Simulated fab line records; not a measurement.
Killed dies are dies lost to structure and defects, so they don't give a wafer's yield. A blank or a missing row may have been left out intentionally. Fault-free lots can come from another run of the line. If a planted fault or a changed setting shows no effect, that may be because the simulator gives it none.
fab line records ; flow sky130
record lots=10; wafers=30; last_day=49
route steps=708 shown METAL2@488 VIA2@509 PAD_OPEN@708
lots with no fault: from the same line, run without faults
start_h: hours from the record's opening day to when the first of the lot's shown wafers began ; wait_h: how many hours have passed since the lot's step before this one ; " unchanged from the row above ; L1.1+2: one row covering several wafers at once ; - either no value or no given start ; * or withheld: withheld ; < > ~ a bound
route shown NAME@n: a module of which the file shows steps, and the number in the route of the first ; usual: mean and standard deviation over wafers with no fault ; same: alike in all rows ; chamber/n: place in a boat ; sites: each site's reading ; _std_site: standard deviation across them ; _edge_site: inner sites' mean taken away from outer sites' mean ; radius_mm: for every site, how far away it sits from the centre of the wafer ; mask NAME#n: copy n ; behind: the last tool/chamber to shape the wafer ; hold: why the lot went on hold/how many hours it stayed there/how the hold came to an end ; device: which transistor (n, p or np) failed to switch ; end of line: the tests these same wafers got at the end of their route ; a step without rows: its recipe alone ; killed: at the first sort, the dies lost to defects and structure; wafer yield is something else ; map: per-die view of a wafer (x killed, . not killed, _ where there is no die)
set.NAME: the setting as run; set.NAME@STEP: as run at that earlier step ; model.NAME: the simulator's own value behind a step, which no gauge read
the route's steps for a sample of lots (tables are steps, rows are wafers)
services: when a tool's chamber went out of use (start_h, in hours from the record's first day, below 0 if earlier), for how many hours, and the reason
## steps
# step SKY_METAL2_RS_MEAS_05
# recipe thk_meas_gauge=four-point-probe; reads=TiN_of_METAL2_SPUTTER_04+Ti_of_METAL2_SPUTTER_03+AlCu_of_METAL2_SPUTTER_02+TiN_of_METAL2_SPUTTER_01+Ti_of_METAL2_SPUTTER_00
# usual METAL2_ALCU_RS=0.1265/0.0017
lot.wafer;tool;chamber;start_h;wait_h;METAL2_ALCU_RS[ohm/sq]
L278.1;film_metro-02;-;804.36;0.0;0.1270
L278.4;film_metro-02;-;804.36;0.0;0.1243
L278.6;film_metro-02;-;804.36;0.0;0.1267
L281.1;film_metro-03;-;824.99;0.0;0.1282
L281.2;film_metro-03;-;824.99;0.0;0.1246
L281.6;film_metro-03;-;824.99;0.0;0.1273
L284.1;film_metro-04;-;859.66;0.0;0.1277
L284.3;film_metro-04;-;859.66;0.0;0.1253
L284.5;film_metro-04;-;859.66;0.0;0.1268
L286.2;film_metro-04;-;867.68;0.0;0.1269
L286.4;film_metro-04;-;867.68;0.0;0.1253
L286.6;film_metro-04;-;867.68;0.0;0.1275
L287.1;film_metro-02;-;872.60;0.0;0.1281
L287.3;film_metro-02;-;872.60;0.0;0.1263
L287.5;film_metro-02;-;872.60;0.0;0.1267
L289.2;film_metro-03;-;889.31;0.0;0.1254
L289.4;film_metro-03;-;889.31;0.0;0.1263
L289.5;film_metro-03;-;889.31;0.0;0.1266
L290.4;film_metro-02;-;898.25;0.1;0.1273
L290.5;film_metro-02;-;898.25;0.1;0.1277
L290.6;film_metro-02;-;898.25;0.1;0.1284
L291.1;film_metro-02;-;902.40;0.0;0.1304
L291.3;film_metro-02;-;902.40;0.0;0.1304
L291.6;film_metro-02;-;902.40;0.0;0.1299
L292.3;film_metro-04;-;917.54;0.1;0.1255
L292.4;film_metro-04;-;917.54;0.1;0.1248
L292.5;film_metro-04;-;917.54;0.1;0.1264
L295.3;film_metro-02;-;928.71;0.1;0.1249
L295.4;film_metro-02;-;928.71;0.1;0.1262
L295.5;film_metro-02;-;928.71;0.1;0.1247
# step SKY_METAL2_ETCH_18
# recipe chemistry=N2/H2; target=BARC; ion_energy_ev=200; bias_w=100; pressure_mtorr=30; n2_flow_sccm=100; h2_flow_sccm=200; icp_w=500; stop_on=SiO2; time_s=45.9; target_depth_a=600
# usual drypump_motor_current_A=5.9/0.49; h2_flow_sccm=199.9/0.61; oes_product_au=0.855/0.0046; throttle_valve_pct=13.225/0.0091
lot.wafer;tool;chamber;start_h;wait_h;drypump_motor_current_A;h2_flow_sccm;oes_product_au;rf_hours_counter_h;throttle_valve_pct
L278.1;rie_metal-02;0;830.88;0.0;5.8;199.6;0.843;15;13.206
L278.4;rie_metal-02;0;830.88;0.0;5.8;199.2;0.851;-;13.241
L278.6;rie_metal-02;0;830.88;0.0;5.9;199.7;0.854;-;13.221
L281.1;rie_metal-03;1;851.13;0.0;5.4;199.1;0.851;4;13.213
L281.2;rie_metal-03;0;851.13;0.0;5.6;200.6;0.860;0;13.210
L281.6;rie_metal-03;0;851.13;0.0;5.7;200.7;0.860;-;13.212
L284.1;rie_metal-02;1;885.83;0.0;5.5;199.7;0.852;14;13.219
L284.3;rie_metal-02;0;885.83;0.0;5.9;200.2;0.852;-;13.218
L284.5;rie_metal-02;0;885.83;0.0;5.9;199.7;0.856;-;13.212
L286.2;rie_metal-04;1;893.93;0.0;5.7;199.8;0.856;6;13.236
L286.4;rie_metal-04;1;893.93;0.0;5.7;200.7;0.859;-;13.241
L286.6;rie_metal-04;0;893.93;0.0;6.8;200.4;0.855;-;13.229
L287.1;rie_metal-04;0;898.58;0.0;6.8;199.5;0.857;3;13.225
L287.3;rie_metal-04;0;898.58;0.0;6.8;199.4;0.862;-;13.221
L287.5;rie_metal-04;1;898.58;0.0;5.6;199.2;0.844;-;13.231
L289.2;rie_metal-04;1;914.73;0.0;5.6;200.0;0.854;7;13.223
L289.4;rie_metal-04;1;914.73;0.0;5.6;201.0;0.865;-;13.228
L289.5;rie_metal-04;1;914.73;0.0;5.7;200.1;0.857;-;13.222
L290.4;rie_metal-04;1;923.20;0.0;5.6;200.5;0.854;-;13.225
L290.5;rie_metal-04;1;923.20;0.0;5.6;200.3;0.850;-;13.233
L290.6;rie_metal-04;0;923.20;0.0;6.8;200.0;0.849;-;13.213
L291.1;rie_metal-04;1;926.87;0.0;5.6;199.2;0.850;7;13.232
L291.3;rie_metal-04;1;926.87;0.0;5.6;200.5;0.859;-;13.236
L291.6;rie_metal-04;0;926.87;0.0;6.8;200.0;0.857;-;13.229
L292.3;rie_metal-02;0;942.60;0.0;5.8;199.4;0.859;-;13.204
L292.4;rie_metal-02;1;942.60;0.0;5.5;199.9;0.860;-;13.229
L292.5;rie_metal-02;1;942.60;0.0;5.5;201.1;0.848;-;13.223
L295.3;rie_metal-03;0;953.60;0.0;5.6;200.5;0.861;-;13.216
L295.4;rie_metal-03;1;953.60;0.0;5.5;200.6;0.854;-;13.226
L295.5;rie_metal-03;0;953.60;0.0;5.7;199.4;0.855;-;13.243
# step SKY_VIA2_CMP_02
# recipe material=SiO2; down_force_psi=4; platen_rpm=60; pad_velocity_m_s=0.94248
# usual motor_current_A=12.6/0.81
lot.wafer;tool;chamber;start_h;wait_h;motor_current_A
L278.1;cmp-01;3;831.87;0.1;12.8
L278.4;cmp-01;1;831.87;0.1;12.6
L278.6;cmp-01;2;831.87;0.1;13.6
L281.1;cmp-02;1;852.06;0.1;11.7
L281.2;cmp-02;3;852.06;0.1;12.7
L281.6;cmp-02;2;852.06;0.1;11.5
L284.1;cmp-02;2;886.81;0.1;12.2
L284.3;cmp-02;0;886.81;0.1;12.6
L284.5;cmp-02;2;886.81;0.1;11.4
L286.4;cmp-01;3;894.86;0.0;12.8
L286.2;cmp-01;0;894.86;0.0;13.9
L286.6;cmp-01;3;894.86;0.0;13.3
L287.1;cmp-02;2;899.62;0.2;12.0
L287.3;cmp-02;3;899.62;0.2;12.7
L287.5;cmp-02;3;899.62;0.2;12.7
L289.2;cmp-01;3;915.71;0.1;12.6
L289.4;cmp-01;1;915.71;0.1;12.8
L289.5;cmp-01;2;915.71;0.1;13.2
L290.4;cmp-01;3;924.15;0.0;12.6
L290.6;cmp-01;3;924.15;0.0;12.6
L290.5;cmp-01;0;924.15;0.0;13.3
L291.3;cmp-01;1;927.85;0.1;13.3
L291.1;cmp-01;3;927.85;0.1;12.3
L291.6;cmp-01;0;927.85;0.1;12.9
L292.4;cmp-02;1;943.56;0.1;12.2
L292.3;cmp-02;3;943.56;0.1;12.9
L292.5;cmp-02;1;943.56;0.1;11.4
L295.3;cmp-02;2;954.64;0.1;11.6
L295.4;cmp-02;3;954.64;0.1;12.7
L295.5;cmp-02;2;954.64;0.1;11.2
# step SKY_VIA2_BOW_MEAS_03
# recipe mode=bow
# usual VIA2_BOW=85/7.1
lot.wafer;tool;chamber;start_h;wait_h;hold;VIA2_BOW[um]
L278.1;film_metro-02;-;832.12;0.2;-;79
L278.4;film_metro-02;-;832.12;0.2;-;89
L278.6;film_metro-02;-;832.12;0.2;-;87
L281.1;film_metro-02;-;852.36;0.2;-;87
L281.2;film_metro-02;-;852.36;0.2;-;77
L281.6;film_metro-02;-;852.36;0.2;-;81
L284.1;film_metro-02;-;887.06;0.2;-;85
L284.3;film_metro-02;-;887.06;0.2;-;97
L284.5;film_metro-02;-;887.06;0.2;-;93
L286.2;film_metro-04;-;895.18;0.2;-;93
L286.4;film_metro-04;-;895.18;0.2;-;93
L286.6;film_metro-04;-;895.18;0.2;-;85
L287.1;film_metro-04;-;899.92;0.2;-;100
L287.3;film_metro-04;-;899.92;0.2;-;75
L287.5;film_metro-04;-;899.92;0.2;-;79
L289.2;film_metro-02;-;915.98;0.2;-;100
L289.4;film_metro-02;-;915.98;0.2;-;90
L289.5;film_metro-02;-;915.98;0.2;-;86
L290.4;film_metro-02;-;924.51;0.3;-;80
L290.5;film_metro-02;-;924.51;0.3;-;77
L290.6;film_metro-02;-;924.51;0.3;-;86
L291.1;film_metro-04;-;928.15;0.1;await_dispo/0.2h/release;82
L291.3;film_metro-04;-;928.15;0.1;await_dispo/0.2h/release;91
L291.6;film_metro-04;-;928.15;0.1;await_dispo/0.2h/release;78
L291.1;film_metro-04;-;928.60;0.4;-;-
L291.3;film_metro-04;-;928.60;0.4;-;-
L291.6;film_metro-04;-;928.60;0.4;-;-
L292.3;film_metro-02;-;943.85;0.1;-;82
L292.4;film_metro-02;-;943.85;0.1;-;82
L292.5;film_metro-02;-;943.85;0.1;-;82
L295.3;film_metro-02;-;954.93;0.2;-;87
L295.4;film_metro-02;-;954.93;0.2;-;84
L295.5;film_metro-02;-;954.93;0.2;-;64
# step SKY_VIA2_ETCH_15
# recipe target=SiO2; chemistry=C4F8/O2/Ar; target_depth_nm=546; stop_on=TiN; mask_material=KrF-thick; source_w=1500; bias_w=1200; pressure_mtorr=40; c4f8_flow_sccm=withheld; O2_flow_sccm=6; Ar_flow_sccm=300; time_s=84
# usual oes_product_au=0.939/0.005
lot.wafer;tool;chamber;start_h;wait_h;oes_product_au;rf_hours_counter_h
L278.1;rie_diel-04;2;858.05;0.0;0.940;1
L278.4;rie_diel-04;0;858.05;0.0;0.938;-
L278.6;rie_diel-04;1;858.05;0.0;0.940;-
L281.1;rie_diel-01;1;878.54;0.0;0.944;21
L281.2;rie_diel-01;3;878.54;0.0;0.950;2
L281.6;rie_diel-01;2;878.54;0.0;0.935;-
L284.1;rie_diel-01;3;912.61;0.0;0.933;3
L284.3;rie_diel-01;1;912.61;0.0;0.936;23
L284.5;rie_diel-01;0;912.61;0.0;0.940;-
L286.2;rie_diel-03;0;920.39;0.0;0.939;12
L286.4;rie_diel-03;1;920.39;0.0;0.942;8
L286.6;rie_diel-03;1;920.39;0.0;0.931;-
L287.1;rie_diel-01;1;925.10;0.0;0.943;23
L287.3;rie_diel-01;0;925.10;0.0;0.934;23
L287.5;rie_diel-01;1;925.10;0.0;0.949;-
L289.2;rie_diel-04;3;940.54;0.0;0.933;13
L289.4;rie_diel-04;0;940.54;0.0;0.934;16
L289.5;rie_diel-04;1;940.54;0.0;0.937;-
L290.4;rie_diel-01;1;948.49;0.0;0.939;24
L290.5;rie_diel-01;2;948.49;0.0;0.938;-
L290.6;rie_diel-01;1;948.49;0.0;0.941;-
L291.1;rie_diel-01;2;953.29;0.0;0.942;20
L291.3;rie_diel-01;1;953.29;0.0;0.941;24
L291.6;rie_diel-01;2;953.29;0.0;0.797;-
L292.3;rie_diel-03;2;968.34;0.0;0.933;7
L292.4;rie_diel-03;1;968.34;0.0;0.934;10
L292.5;rie_diel-03;0;968.34;0.0;0.938;-
L295.3;rie_diel-01;0;979.45;0.0;0.944;24
L295.4;rie_diel-01;3;979.45;0.0;0.937;5
L295.5;rie_diel-01;1;979.45;0.0;0.940;-
# step SKY_VIA2_CMP_24
# recipe stop_on=SiO2; t_overpolish_s=20; down_force_psi=3.5; platen_rpm=60; target_thk_nm=0; pad_velocity_m_s=0.94248
# usual motor_current_A=11.7/0.73
lot.wafer;tool;chamber;start_h;wait_h;motor_current_A
L278.1;cmp-02;2;859.52;0.5;10.7
L278.4;cmp-02;1;859.52;0.5;10.5
L278.6;cmp-02;2;859.52;0.5;10.9
L281.2;cmp-02;2;879.67;0.1;10.9
L281.1;cmp-02;0;879.67;0.1;11.8
L281.6;cmp-02;1;879.67;0.1;10.5
L284.1;cmp-01;1;914.01;0.3;13.1
L284.3;cmp-01;2;914.01;0.3;12.0
L284.5;cmp-01;2;914.01;0.3;11.6
L286.4;cmp-02;2;921.47;0.1;10.3
L286.2;cmp-02;0;921.47;0.1;12.7
L286.6;cmp-02;2;921.47;0.1;10.9
L287.1;cmp-02;3;926.22;0.1;11.7
L287.3;cmp-02;1;926.22;0.1;10.1
L287.5;cmp-02;3;926.22;0.1;11.7
L289.2;cmp-02;1;941.65;0.1;10.8
L289.4;cmp-02;3;941.65;0.1;12.3
L289.5;cmp-02;0;941.65;0.1;12.5
L290.4;cmp-02;0;949.67;0.2;11.9
L290.6;cmp-02;1;949.67;0.2;11.1
L290.5;cmp-02;2;949.67;0.2;10.7
L291.1;cmp-01;2;954.35;0.1;12.9
L291.3;cmp-01;0;954.35;0.1;12.2
L291.6;cmp-01;3;954.35;0.1;10.6
L292.4;cmp-01;0;969.37;0.0;12.2
L292.3;cmp-01;2;969.37;0.0;11.8
L292.5;cmp-01;1;969.37;0.0;12.4
L295.3;cmp-02;1;980.58;0.1;10.3
L295.4;cmp-02;2;980.58;0.1;11.2
L295.5;cmp-02;0;980.58;0.1;12.5
# step SKY_PAD_OPEN_PROBE_99
# usual defect_limited_yield=82.5/2; killed_at_M0_to_M3=43/6.8; killed_at_M4_up=3.3/2.1; killed_at_contacts=24/5; killed_at_front_end=15/4.4; killed_at_other=0.3/0.57; killed_dies=86/9.7; killed_on_rim=17/3.6; killed_open=47/7.3; killed_short=39/6.1; sort_bin_3_pad_short=0.8/0.38; sort_bin_5_function=10.5/1.5; sort_bin_6_memory=6.2/1.1; sort_n_pass=406/9.7; sort_yield_pct=82.5/2
# same gross_dies=492; killed_at_back_side=0; sort_bin_4_leakage[%]=0; sort_bin_8_speed[%]=0
lot.wafer;tool;chamber;start_h;wait_h;defect_limited_yield[%];killed_at_M0_to_M3;killed_at_M4_up;killed_at_contacts;killed_at_front_end;killed_at_other;killed_dies;killed_on_rim;killed_open;killed_short;sort_bin_3_pad_short[%];sort_bin_5_function[%];sort_bin_6_memory[%];sort_n_pass;sort_yield_pct[%]
L281.1;prober-02;-;1103.59;0.1;82.7;43;1;22;19;0;85;12;41;43;1.0;9.1;7.1;407;82.7
L281.2;prober-02;-;1103.64;0.1;83.9;47;1;20;11;0;79;16;41;37;1.2;9.1;5.7;413;83.9
L281.6;prober-02;-;1103.84;0.2;82.3;38;7;29;13;0;87;15;39;48;1.2;10.2;6.3;405;82.3
L289.2;prober-02;-;1151.00;0.1;87.0;33;1;18;12;0;64;14;35;29;0.4;6.3;6.3;428;87.0
L289.4;prober-02;-;1151.10;0.2;78.5;56;5;27;18;0;106;18;58;48;0.8;13.2;7.5;386;78.5
L289.5;prober-02;-;1151.15;0.2;82.7;42;1;22;18;2;85;16;46;39;0.6;10.2;6.5;407;82.7
L290.4;prober-01;-;1154.90;0.2;81.3;54;3;27;8;0;92;14;43;49;1.4;9.1;8.1;400;81.3
L290.5;prober-01;-;1154.95;0.2;81.7;32;3;35;20;0;90;12;45;45;1.4;9.1;7.7;402;81.7
L290.6;prober-01;-;1155.00;0.2;82.5;49;3;26;7;1;86;18;49;35;0.8;9.8;6.9;406;82.5
L292.3;prober-01;-;1169.28;0.2;80.1;49;5;23;20;1;98;21;51;46;1.4;8.9;9.6;394;80.1
L292.4;prober-01;-;1169.33;0.2;79.7;55;2;23;18;2;100;22;52;47;1.2;11.8;7.3;392;79.7
L292.5;prober-01;-;1169.38;0.2;82.7;41;1;28;15;0;85;20;56;29;0.6;10.8;5.9;407;82.7
L295.3;prober-02;-;1176.96;0.2;85.6;34;6;19;12;0;71;10;40;30;1.0;7.5;5.9;421;85.6
L295.4;prober-02;-;1177.01;0.2;82.9;39;3;27;14;1;84;16;38;45;0.6;10.6;5.9;408;82.9
L295.5;prober-02;-;1177.06;0.2;84.3;39;5;21;12;0;77;13;36;40;1.0;10.4;4.3;415;84.3
# killed by level:class
L281.1 VIA3:geometric_particle:open=11 CONTACT:geometric_particle:open=8 LI_CONTACT:geometric_particle:open=5 CONTACT:geometric_particle:short=5 METAL1:geometric_particle:short=5 VIA1:geometric_particle:short=5 METAL3:geometric_particle:short=5 POLY_GATE:geometric_particle:open=4
L281.2 VIA1:geometric_particle:open=12 METAL1:geometric_particle:short=6 VIA2:geometric_particle:open=6 VIA3:geometric_particle:open=6 CONTACT:geometric_particle:open=5 LI_CONTACT:geometric_particle:open=5 LOCAL_INTERCONNECT:geometric_particle:short=5 VIA3:geometric_particle:short=5
L281.6 CONTACT:geometric_particle:open=13 CONTACT:geometric_particle:short=7 VIA1:geometric_particle:open=7 VIA2:geometric_particle:open=7 VIA3:geometric_particle:short=7 FIELD_ISO:geometric_particle:short=5 METAL4:geometric_particle:short=5 POLY_GATE:geometric_particle:short=4
L289.2 VIA1:geometric_particle:open=8 LI_CONTACT:geometric_particle:open=7 CONTACT:geometric_particle:short=7 VIA3:geometric_particle:short=5 VIA3:geometric_particle:open=4 POLY_GATE:geometric_particle:open=3 POLY_GATE:geometric_particle:short=3 VIA2:geometric_particle:open=3
L289.4 CONTACT:geometric_particle:open=12 METAL2:geometric_particle:short=12 VIA1:geometric_particle:open=10 LI_CONTACT:geometric_particle:open=8 VIA2:geometric_particle:open=7 METAL3:geometric_particle:short=7 POLY_GATE:geometric_particle:open=6 VIA1:geometric_particle:short=6
L289.5 VIA1:geometric_particle:open=10 CONTACT:geometric_particle:open=8 POLY_GATE:geometric_particle:short=7 VIA2:geometric_particle:open=7 FIELD_ISO:geometric_particle:open=6 LI_CONTACT:geometric_particle:open=5 VIA1:geometric_particle:short=5 VIA2:geometric_particle:short=5
L290.4 METAL2:geometric_particle:short=10 METAL1:geometric_particle:short=9 VIA2:geometric_particle:open=7 LI_CONTACT:geometric_particle:open=6 VIA1:geometric_particle:open=6 LOCAL_INTERCONNECT:geometric_particle:short=5 LOCAL_INTERCONNECT:geometric_particle:open=5 METAL1:geometric_particle:open=5
L290.5 LOCAL_INTERCONNECT:geometric_particle:short=10 CONTACT:geometric_particle:open=8 LI_CONTACT:geometric_particle:open=8 VIA1:geometric_particle:open=7 FIELD_ISO:geometric_particle:open=6 POLY_GATE:geometric_particle:open=6 VIA1:geometric_particle:short=5 CONTACT:geometric_particle:short=5
L290.6 VIA3:geometric_particle:open=12 LI_CONTACT:geometric_particle:open=9 VIA2:geometric_particle:open=9 LOCAL_INTERCONNECT:geometric_particle:short=6 METAL1:geometric_particle:short=6 CONTACT:geometric_particle:open=5 CONTACT:geometric_particle:short=4 VIA3:geometric_particle:short=4
L292.3 VIA1:geometric_particle:open=15 CONTACT:geometric_particle:open=7 FIELD_ISO:geometric_particle:open=6 LI_CONTACT:geometric_particle:open=6 METAL1:geometric_particle:short=6 METAL2:geometric_particle:short=5 VIA2:geometric_particle:short=5 FIELD_ISO:geometric_particle:short=4
L292.4 VIA1:geometric_particle:open=13 LI_CONTACT:geometric_particle:open=9 METAL2:geometric_particle:short=9 METAL1:geometric_particle:short=8 POLY_GATE:geometric_particle:open=7 VIA3:geometric_particle:open=7 CONTACT:geometric_particle:open=6 METAL3:geometric_particle:short=6
L292.5 CONTACT:geometric_particle:open=14 VIA3:geometric_particle:open=13 LI_CONTACT:geometric_particle:open=9 FIELD_ISO:geometric_particle:short=4 POLY_CUT:geometric_particle:open=4 METAL1:geometric_particle:short=4 VIA1:geometric_particle:open=4 VIA2:geometric_particle:short=4
L295.3 LI_CONTACT:geometric_particle:open=8 VIA3:geometric_particle:open=7 CONTACT:geometric_particle:open=6 VIA2:geometric_particle:open=5 POLY_GATE:geometric_particle:short=4 VIA1:geometric_particle:open=4 VIA2:geometric_particle:short=4 METAL1:geometric_particle:short=3
L295.4 VIA1:geometric_particle:open=14 CONTACT:geometric_particle:short=10 METAL1:geometric_particle:short=6 CONTACT:geometric_particle:open=6 POLY_GATE:geometric_particle:open=5 LI_CONTACT:geometric_particle:short=4 METAL2:geometric_particle:short=4 VIA2:geometric_particle:short=4
L295.5 CONTACT:geometric_particle:open=8 VIA1:geometric_particle:short=7 LI_CONTACT:geometric_particle:open=6 METAL1:geometric_particle:short=5 METAL4:geometric_particle:short=5 VIA3:geometric_particle:open=5 LOCAL_INTERCONNECT:geometric_particle:short=4 VIA1:geometric_particle:open=4
## services
tool;chamber;start_h;hours;kind
rie_diel-01;-;810.07;4.3;pm
rie_metal-04;-;818.16;14.6;pm
cmp-01;-;828.70;3.0;repair
rie_metal-04;0;833.11;7.9;repair
cmp-02;-;834.26;0.9;repair
rie_diel-01;2;835.60;8.4;repair
rie_metal-03;-;848.11;0.2;repair
rie_metal-04;0;848.79;24.9;repair
cmp-02;-;849.20;1.7;repair
rie_metal-02;0;849.45;-;clean
rie_metal-02;0;849.45;15.2;scheduled_down
cmp-01;-;853.24;22.5;repair
rie_diel-04;3;854.69;5.0;repair
rie_metal-04;-;857.75;1.4;pm
rie_diel-01;0;882.78;15.6;repair
rie_diel-03;2;883.02;6.7;repair
cmp-01;-;884.82;0.6;repair
cmp-01;-;892.58;1.4;repair
rie_diel-04;-;910.03;2.8;pm
cmp-02;-;912.00;4.0;pm
cmp-02;-;916.00;-;consumable_replace:conditioner
cmp-02;-;916.00;-;consumable_replace:pad
rie_metal-04;-;951.85;13.3;repair
cmp-01;-;963.02;4.9;repair
## key
first_sign step=SKY_VIA2_BOW_MEAS_03; reading=visit; direction=added
effect step=SKY_VIA2_ETCH_15; reading=oes_product_au; direction=down; sigmas=28; usual=0.939; struck=0.797
met_at SKY_VIA2_CMP_02
struck_lots L291
struck_wafers L291.6
not_acting_at SKY_METAL2_RS_MEAS_05,SKY_METAL2_ETCH_18,SKY_VIA2_CMP_24
onset_between 924.15 927.85
fault kind=process_parameter_drift; tool=cmp-01; chamber=0; onset_h=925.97; steps=SKY_VIA2_CMP_02; channel=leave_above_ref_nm; offset=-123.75; shape=step; end_h=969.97; acts_in=these_recipes_only; stated=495
